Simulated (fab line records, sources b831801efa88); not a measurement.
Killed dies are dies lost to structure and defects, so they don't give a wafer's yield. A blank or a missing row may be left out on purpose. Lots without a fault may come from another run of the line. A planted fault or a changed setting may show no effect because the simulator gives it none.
Which tool did it? | flow sky130 | 24 lots, 72 wafers sampled, at 1 step of a route of 708

WHAT THE GAUGES READ, wafer by wafer
SKY_CAP2M_OVL_MEAS_12.
lot  | measured     | on         | CAP2M_OVL (nm)
L074 | day 42 09:27 | overlay-01 | -1.0 0.9 -1.4
L075 | day 42 13:28 | overlay-02 | -1.5 -1.5 0.3
L076 | day 43 07:46 | overlay-02 | -1.4 -1.5 -0.3
L077 | day 43 18:34 | overlay-01 | 2.4 3.5 2.4
L078 | day 44 00:52 | overlay-02 | 0.3 0.9 -1.2
L079 | day 44 05:50 | overlay-01 | 1.4 0.9 0.9
L080 | day 44 09:11 | overlay-01 | 4.2 2.6 3.0
L081 | day 44 18:38 | overlay-01 | 3.3 3.0 3.4
L082 | day 44 20:05 | overlay-01 | 1.3 0.5 0.3
L083 | day 45 08:29 | overlay-01 | 0.1 -1.6 -1.8
L084 | day 45 09:44 | overlay-02 | 0.5 -0.7 0.2
L085 | day 45 23:17 | overlay-02 | -3.5 -4.6 -3.0
L086 | day 45 23:46 | overlay-02 | -1.6 -0.7 -1.9
L087 | day 46 09:19 | overlay-02 | -1.8 -1.2 -1.2
L088 | day 46 13:14 | overlay-01 | 0.9 0.5 1.5
L089 | day 46 18:08 | overlay-02 | -2.7 -2.8 -2.6
L090 | day 47 04:06 | overlay-02 | -0.6 0.4 0.9
L091 | day 47 13:42 | overlay-01 | -0.7 0.0 0.1
L093 | day 47 19:21 | overlay-02 | 2.3 2.5 2.7
L092 | day 47 22:30 | overlay-02 | 1.8 0.8 1.2
L094 | day 48 02:32 | overlay-01 | 3.4 1.5 2.9
L095 | day 48 09:57 | overlay-01 | 1.3 -1.7 -1.2
L096 | day 48 12:27 | overlay-02 | 0.0 -0.4 -1.0
L097 | day 48 16:38 | overlay-02 | 0.1 0.3 0.0

WHICH TOOL RAN EACH LOT (tool, then ch and the chambers of the sampled wafers, then the start)
The record holds no process step before these readings.

WHAT THE TOOLS THEMSELVES READ (means of the sampled wafers that have a number; where no wafer has one, the mark that the record gives instead)
The record holds no such reading with a usual standard deviation.

THE ANSWER, worked out from the rows above alone
Rule: what is usual is taken from the lots themselves. Put in order of their means at a reading, lots are off if they are a third of the lots or fewer, leave a main group of 4 or more, and stand apart from it by a gap of 3 or more times the standard deviation of the main group's means; of several such gaps the widest counts. A main group whose means are all the same, to the digits that the tables above print for the reading, isn't used. A lot without any number at a reading at which 4 lots or more have one is off too. The other lots that the step has rows for count as sound. The gauges are gone through in route order, then the tools' own readings, and for those a lot's mean is taken as printed above. The first step at which some lot is off is used, and at that step the reading that is off furthest; a lot without a number counts as furthest.
No lot is off at any reading shown: from this, nothing can be told.

WHAT THE SIMULATOR HAD PUT IN
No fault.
